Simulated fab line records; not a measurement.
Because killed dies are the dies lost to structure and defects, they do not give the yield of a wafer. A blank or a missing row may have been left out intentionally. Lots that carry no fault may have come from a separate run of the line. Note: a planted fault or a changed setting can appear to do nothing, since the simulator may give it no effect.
fab line records | flow sky130
record: lots: 12 wafers: 36 last-day: 50
route steps=708 shown LI_CONTACT@382 LOCAL_INTERCONNECT@392 PAD_OPEN@708
lots that met no fault: taken from a fault-free run of the same line
start-h: hours from the record's opening day to when the first of the lot's shown wafers began | wait-h: hours from the lot's prior step to this one | " same as the row above | L1.1+2: a row that stands for several wafers | - value missing, or start not given | * or withheld: withheld | < > ~ a bound
route shown NAME@n: a module of which the file shows steps, and the number in the route of the first | usual: mean/standard deviation of fault-free wafers | same: alike in all rows | chamber/n: place in a boat | sites: the reading at each site | _std_site: the values' standard deviation | _edge_site: mean of outer sites minus mean of inner sites | radius-mm: for every site, how far away it sits from the centre of the wafer | mask NAME#n: copy n | behind: tool/chamber where the wafer was last shaped | hold: what put the lot on hold/how long, in hours/how the hold closed | device: the n, p or np transistor that did not switch | end of line: at the end of the route, the tests of the same wafers | a step with no rows: only its recipe | killed: count of dies lost to structure and defects at first sort (not the wafer's yield) | map: a wafer's dies, x killed, . not, _ none there
set.NAME: setting as actually run; set.NAME@STEP: the setting as run at that earlier step | model.NAME: the simulator's own value behind a step, which no gauge read
route steps across a sampled set of lots; one table per step, one row per wafer
services: when a tool's chamber went out of use (start-h, in hours from the record's first day, below 0 if earlier), for how many hours, and the reason
== steps ==
step: SKY_LI_CONTACT_SPUTTER_20
recipe: material: TiN target-thk-nm: 20 chamber-pressure-pa: 5 power-w: 4000 time-s: 80
usual: chamber-pressure-pa: 5.000/0.0096 throttle-valve-pct: 29.9/1
columns lot.wafer tool chamber start-h wait-h chamber-pressure-pa throttle-valve-pct
L786.2 pvd-sputter-01 - 708.02 0.0 4.991 28.3
L786.3 " - " " 4.996 29.6
L786.4 " - " " 5.010 29.8
L788.2 pvd-sputter-03 - 713.48 0.0 4.993 30.6
L788.3 " - " " 5.006 31.3
L788.5 " - " " 5.013 28.4
L791.1 pvd-sputter-03 - 728.47 0.0 5.021 30.9
L791.2 " - " " 4.993 30.2
L791.6 " - " " 5.008 31.4
L793.1 pvd-sputter-01 - 747.33 0.0 4.998 30.0
L793.4 " - " " 4.996 28.3
L793.6 " - " " 4.998 29.2
L792.1 pvd-sputter-02 - 750.07 0.0 5.002 29.9
L792.4 " - " " 5.010 31.4
L792.6 " - " " 5.013 29.2
L794.1 pvd-sputter-02 - 779.08 0.0 5.008 29.8
L794.2 " - " " 5.005 29.3
L794.6 " - " " 5.000 29.4
L797.3 pvd-sputter-02 - 784.42 0.0 4.987 31.3
L797.4 " - " " 4.998 29.8
L797.6 " - " " 4.981 29.5
L802.1 pvd-sputter-03 - 806.77 0.0 5.006 28.6
L802.3 " - " " 5.008 30.5
L802.4 " - " " 4.989 31.3
L801.2 pvd-sputter-02 - 810.77 0.0 5.000 29.9
L801.5 " - " " 5.004 29.7
L801.6 " - " " 5.003 31.4
L805.3 pvd-sputter-01 - 841.02 0.0 4.982 29.4
L805.5 " - " " 5.009 29.7
L805.6 " - " " 5.012 29.4
L804.2 pvd-sputter-02 - 841.67 0.0 5.006 29.6
L804.4 " - " " 4.987 29.3
L804.5 " - " " 5.011 31.5
L807.2 pvd-sputter-03 - 843.58 0.0 5.003 29.1
L807.4 " - " " 5.010 30.7
L807.6 " - " " 4.995 29.4
step: SKY_LI_CONTACT_RS_MEAS_22
recipe: thk-meas-gauge: four-point-probe reads: W_of_LI_CONTACT_CVD_21+TiN_of_LI_CONTACT_SPUTTER_20+Ti_of_LI_CONTACT_SPUTTER_19
usual: LI_CONTACT_W_RS: 0.2848/0.0026
columns lot.wafer tool chamber start-h wait-h LI_CONTACT_W_RS[ohm/sq]
L786.2 film-metro-01 - 708.22 0.1 0.2869
L786.3 " - " " 0.2851
L786.4 " - " " 0.2870
L788.2 film-metro-01 - 713.68 0.1 0.2829
L788.3 " - " " 0.2809
L788.5 " - " " 0.2819
L791.1 film-metro-04 - 728.66 0.1 0.2879
L791.2 " - " " 0.2837
L791.6 " - " " 0.2852
L793.1 film-metro-01 - 747.51 0.1 0.2847
L793.4 " - " " 0.2831
L793.6 " - " " 0.2850
L792.1 film-metro-01 - 750.25 0.1 0.2857
L792.4 " - " " 0.2838
L792.6 " - " " 0.2839
L794.1 film-metro-01 - 779.26 0.1 0.2832
L794.2 " - " " 0.2804
L794.6 " - " " 0.2838
L797.3 film-metro-04 - 784.64 0.1 0.2865
L797.4 " - " " 0.2894
L797.6 " - " " 0.2865
L802.1 film-metro-04 - 806.95 0.1 0.2840
L802.3 " - " " 0.2817
L802.4 " - " " 0.2822
L801.2 film-metro-01 - 810.97 0.1 0.2853
L801.5 " - " " 0.2803
L801.6 " - " " 0.2847
L805.3 film-metro-04 - 841.25 0.1 0.2821
L805.5 " - " " 0.2822
L805.6 " - " " 0.2807
L804.2 film-metro-01 - 841.89 0.1 0.2880
L804.4 " - " " 0.2855
L804.5 " - " " 0.2848
L807.2 film-metro-01 - 843.78 0.1 0.2878
L807.4 " - " " 0.2888
L807.6 " - " " 0.2886
step: SKY_LOCAL_INTERCONNECT_COAT_05
recipe: resist: BARC temp-c: withheld time-s: withheld spin-rpm: 3000 resist-thk-nm: 60
usual: spin-speed-rpm: 3000.0/2.1
columns lot.wafer tool chamber start-h wait-h spin-speed-rpm
L786.2 litho-track-03 0 722.69 0.1 3000.2
L786.3 " 0 " " 2999.0
L786.4 " 0 " " 2999.6
L788.2 litho-track-02 0 727.86 0.1 3000.4
L788.3 " 0 " " 2998.1
L788.5 " 0 " " 2999.8
L791.1 litho-track-01 0 741.87 0.1 2999.5
L791.2 " 0 " " 2999.0
L791.6 " 0 " " 3000.4
L793.1 litho-track-01 0 761.52 0.1 3000.5
L793.4 " 0 " " 2999.9
L793.6 " 0 " " 3000.9
L792.1 litho-track-02 0 764.13 0.1 2998.3
L792.4 " 0 " " 2997.8
L792.6 " 0 " " 2998.8
L794.1 litho-track-03 0 792.42 0.1 3001.0
L794.2 " 0 " " 3001.8
L794.6 " 0 " " 2999.6
L797.3 litho-track-03 0 797.47 0.1 2999.6
L797.4 " 0 " " 2997.4
L797.6 " 0 " " 2999.3
L802.1 litho-track-03 0 819.37 0.1 2671.4
L802.3 " 0 " " 2679.8
L802.4 " 0 " " 2675.7
L801.2 litho-track-03 0 822.49 0.1 2678.5
L801.5 " 0 " " 2678.6
L801.6 " 0 " " 2683.1
L805.3 litho-track-02 0 856.33 0.1 2996.7
L805.5 " 0 " " 3000.9
L805.6 " 0 " " 3002.9
L804.2 litho-track-01 0 857.20 0.1 2999.8
L804.4 " 0 " " 3002.2
L804.5 " 0 " " 3003.1
L807.2 litho-track-02 0 859.61 0.1 2997.7
L807.4 " 0 " " 3002.1
L807.6 " 0 " " 3000.0
step: SKY_LOCAL_INTERCONNECT_OVL_MEAS_12
usual: LOCAL_INTERCONNECT_OVL: -2/5.4
columns lot.wafer tool chamber start-h wait-h LOCAL_INTERCONNECT_OVL[nm]
L786.2 overlay-01 - 736.94 0.1 -1
L786.3 " - " " -2
L786.4 " - " " -7
L788.2 overlay-02 - 740.99 0.1 -4
L788.3 " - " " -7
L788.5 " - " " -10
L791.1 overlay-02 - 756.94 0.1 2
L791.2 " - " " 1
L791.6 " - " " -4
L793.1 overlay-01 - 774.64 0.1 -5
L793.4 " - " " -3
L793.6 " - " " -3
L792.1 overlay-02 - 778.45 0.1 -18
L792.4 " - " " -14
L792.6 " - " " -5
L794.1 overlay-01 - 805.79 0.1 -4
L794.2 " - " " -6
L794.6 " - " " -5
L797.3 overlay-02 - 811.11 0.1 1
L797.4 " - " " 4
L797.6 " - " " 7
L802.1 overlay-01 - 835.49 0.1 -7
L802.3 " - " " -7
L802.4 " - " " -10
L801.2 overlay-02 - 836.01 0.1 2
L801.5 " - " " -1
L801.6 " - " " -6
L805.3 overlay-01 - 867.56 0.1 0
L805.5 " - " " -3
L805.6 " - " " 1
L804.2 overlay-02 - 868.46 0.1 -2
L804.4 " - " " -5
L804.5 " - " " 2
L807.2 overlay-02 - 870.54 0.1 3
L807.4 " - " " 4
L807.6 " - " " -1
step: SKY_LOCAL_INTERCONNECT_ETCH_13
recipe: chemistry: N2/H2 target: BARC ion-energy-ev: 200 bias-w: 100 pressure-mtorr: 30 n2-flow-sccm: 100 h2-flow-sccm: 200 icp-w: 500 stop-on: SiO2 time-s: 45.9 target-depth-a: 600
usual: drypump-motor-current-A: 5.9/0.36 n2-flow-sccm: 100.06/0.3 oes-product-au: 0.854/0.0047 throttle-valve-pct: 13.225/0.0094
columns lot.wafer tool chamber start-h wait-h drypump-motor-current-A n2-flow-sccm oes-product-au rf-hours-counter-h throttle-valve-pct
L786.2 rie-metal-03 0 736.97 0.0 5.5 100.05 0.848 9 13.218
L786.3 " 1 " " 6.0 100.19 0.853 - 13.206
L786.4 " 0 " " 5.5 100.20 0.844 - 13.211
L788.2 rie-metal-03 0 741.02 0.0 5.5 99.49 0.854 9 13.232
L788.3 " 1 " " 6.0 100.08 0.858 - 13.228
L788.5 " 1 " " 6.0 99.66 0.857 - 13.211
L791.1 rie-metal-04 0 756.97 0.0 5.3 100.15 0.845 3 13.218
L791.2 " 1 " " 6.4 100.07 0.852 1 13.218
L791.6 " 0 " " 5.3 100.36 0.866 - 13.234
L793.1 rie-metal-02 1 774.67 0.0 6.1 99.67 0.860 8 13.223
L793.4 " 0 " " 5.8 99.68 0.850 - 13.229
L793.6 " 0 " " 5.9 99.42 0.853 - 13.213
L792.1 rie-metal-03 1 778.49 0.0 6.0 99.77 0.855 9 13.217
L792.4 " 1 " " 6.0 99.62 0.852 - 13.219
L792.6 " 1 " " 6.0 99.75 0.853 - 13.241
L794.1 rie-metal-03 1 805.82 0.0 6.0 99.93 0.852 10 13.228
L794.2 " 0 " " 5.5 100.28 0.848 11 13.222
L794.6 " 0 " " 5.5 100.46 0.851 - 13.228
L797.3 rie-metal-04 0 811.16 0.0 5.3 100.27 0.854 - 13.214
L797.4 " 1 " " 6.4 100.04 0.854 - 13.232
L797.6 " 1 " " 6.4 100.47 0.858 - 13.230
L802.1 rie-metal-03 1 835.52 0.0 6.0 99.38 0.883 12 13.219
L802.3 " 1 " " 6.0 99.62 0.880 - 13.233
L802.4 " 0 " " 5.5 99.64 0.884 - 13.233
L801.2 rie-metal-04 0 836.04 0.0 5.4 100.09 0.884 6 13.230
L801.5 " 0 " " 5.4 100.55 0.884 - 13.244
L801.6 " 1 " " 6.3 100.21 0.876 - 13.216
L805.3 rie-metal-03 1 867.60 0.0 6.0 100.24 0.852 - 13.217
L805.5 " 0 " " 5.5 100.17 0.857 - 13.236
L805.6 " 1 " " 6.0 100.33 0.851 - 13.224
L804.2 rie-metal-02 1 868.49 0.0 6.1 100.34 0.854 10 13.217
L804.4 " 0 " " 5.9 100.17 0.858 - 13.222
L804.5 " 1 " " 6.1 99.90 0.855 - 13.207
L807.2 rie-metal-03 0 870.57 0.0 5.5 100.83 0.860 14 13.235
L807.4 " 1 " " 6.0 100.26 0.869 - 13.211
L807.6 " 1 " " 6.0 100.42 0.855 - 13.237
step: SKY_PAD_OPEN_PROBE_99
usual: killed_at_M0_to_M3: 42/6.6 killed_at_M4_up: 3.0/1.7 killed-at-contacts: 24/5.3 killed-at-front-end: 15/4.5 killed-at-other: 0.2/0.49 killed-dies: 83/9 killed-on-rim: 16/4 killed-open: 45/6.9 killed-short: 38/5.8
same: gross-dies: 492 killed-at-back-side: 0
columns lot.wafer tool chamber start-h wait-h killed_at_M0_to_M3 killed_at_M4_up killed-at-contacts killed-at-front-end killed-at-other killed-dies killed-on-rim killed-open killed-short
L792.1 prober-01 - 1131.93 0.1 36 1 26 15 0 78 12 46 32
L792.4 prober-01 - 1132.08 0.2 36 0 22 20 0 78 13 50 28
L792.6 prober-01 - 1132.18 0.2 27 1 34 15 2 79 20 45 34
L801.2 prober-02 - 1172.70 0.1 33 1 20 22 0 76 19 41 35
L801.5 prober-02 - 1172.85 0.2 33 6 26 8 0 73 8 45 28
L801.6 prober-02 - 1172.90 0.2 41 4 33 13 0 91 19 56 35
killed by level:class
L792.1 LI_CONTACT:geometric-particle:open=11 VIA1:geometric-particle:open=9 VIA2:geometric-particle:open=7 LOCAL_INTERCONNECT:geometric-particle:short=5 METAL3:geometric-particle:short=5 FIELD_ISO:geometric-particle:short=4 LI_CONTACT:geometric-particle:short=4 VIA3:geometric-particle:open=4
L792.4 VIA1:geometric-particle:open=13 LI_CONTACT:geometric-particle:open=10 CONTACT:geometric-particle:open=8 POLY_GATE:geometric-particle:short=6 VIA2:geometric-particle:open=5 VIA3:geometric-particle:open=5 FIELD_ISO:geometric-particle:open=4 POLY_GATE:geometric-particle:open=3
L792.6 CONTACT:geometric-particle:open=9 VIA3:geometric-particle:open=8 LI_CONTACT:geometric-particle:open=8 CONTACT:geometric-particle:short=6 LOCAL_INTERCONNECT:geometric-particle:short=5 VIA1:geometric-particle:open=5 FIELD_ISO:geometric-particle:short=4 METAL2:geometric-particle:short=4
L801.2 LI_CONTACT:geometric-particle:open=10 VIA1:geometric-particle:open=8 FIELD_ISO:geometric-particle:open=6 FIELD_ISO:geometric-particle:short=5 POLY_GATE:geometric-particle:short=5 VIA1:geometric-particle:short=5 VIA3:geometric-particle:open=5 METAL1:geometric-particle:short=4
L801.5 LI_CONTACT:geometric-particle:open=8 CONTACT:geometric-particle:short=7 CONTACT:geometric-particle:open=7 VIA1:geometric-particle:open=7 METAL1:geometric-particle:open=5 VIA2:geometric-particle:open=4 VIA4:geometric-particle:open=3 METAL1:geometric-particle:short=3
L801.6 CONTACT:geometric-particle:open=15 LI_CONTACT:geometric-particle:open=9 VIA1:geometric-particle:open=8 FIELD_ISO:geometric-particle:open=7 VIA2:geometric-particle:open=7 VIA3:geometric-particle:open=7 METAL2:geometric-particle:short=5 CONTACT:geometric-particle:short=4
== services ==
columns tool chamber start-h hours kind
rie-metal-04 0 686.24 - clean
rie-metal-04 0 686.24 29.9 scheduled-down
rie-metal-04 0 686.24 29.9 vent-cycle
rie-metal-04 1 716.12 - clean
rie-metal-04 1 716.12 19.3 scheduled-down
rie-metal-04 1 716.12 19.3 vent-cycle
pvd-sputter-01 - 768.33 2.6 repair
pvd-sputter-01 - 772.90 66.7 repair
pvd-sputter-01 - 777.03 4.0 repair
pvd-sputter-01 - 786.09 5.0 repair
pvd-sputter-02 1 809.22 - consumable-replace:kit
pvd-sputter-02 1 809.22 18.0 scheduled-down
pvd-sputter-02 1 809.22 18.0 vent-cycle
pvd-sputter-01 - 824.39 1.0 repair
rie-metal-04 - 829.42 0.5 repair
rie-metal-02 - 856.19 4.3 pm
== key ==
first-sign: step: SKY_LOCAL_INTERCONNECT_COAT_05 reading: spin-speed-rpm direction: down sigmas: 99+ usual: 3000.0 struck: 2677.9
effect: step: SKY_LOCAL_INTERCONNECT_ETCH_13 reading: oes-product-au direction: up sigmas: 5.8 usual: 0.854 struck: 0.882
met-at SKY_LOCAL_INTERCONNECT_COAT_05
struck-lots L801,L802
tester-left-out L801,L802
not-acting-at SKY_LI_CONTACT_SPUTTER_20,SKY_LI_CONTACT_RS_MEAS_22,SKY_LOCAL_INTERCONNECT_OVL_MEAS_12
onset-between 797.47 819.37
fault: kind: process-parameter-drift tool: litho-track-03 chamber: - onset-h: 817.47 steps: SKY_LOCAL_INTERCONNECT_COAT_05 channel: spin-rpm offset: -323.27 shape: step end-h: 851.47 acts-in: these-recipes-only stated: 3000
tester-left-out: of these lots the tester's yield and bins aren't shown, on N5 and GAA mostly nor the transistor test; their killed dies are dies lost to structure and defects alone, not to doping, threshold or leakage, so they don't give the yield
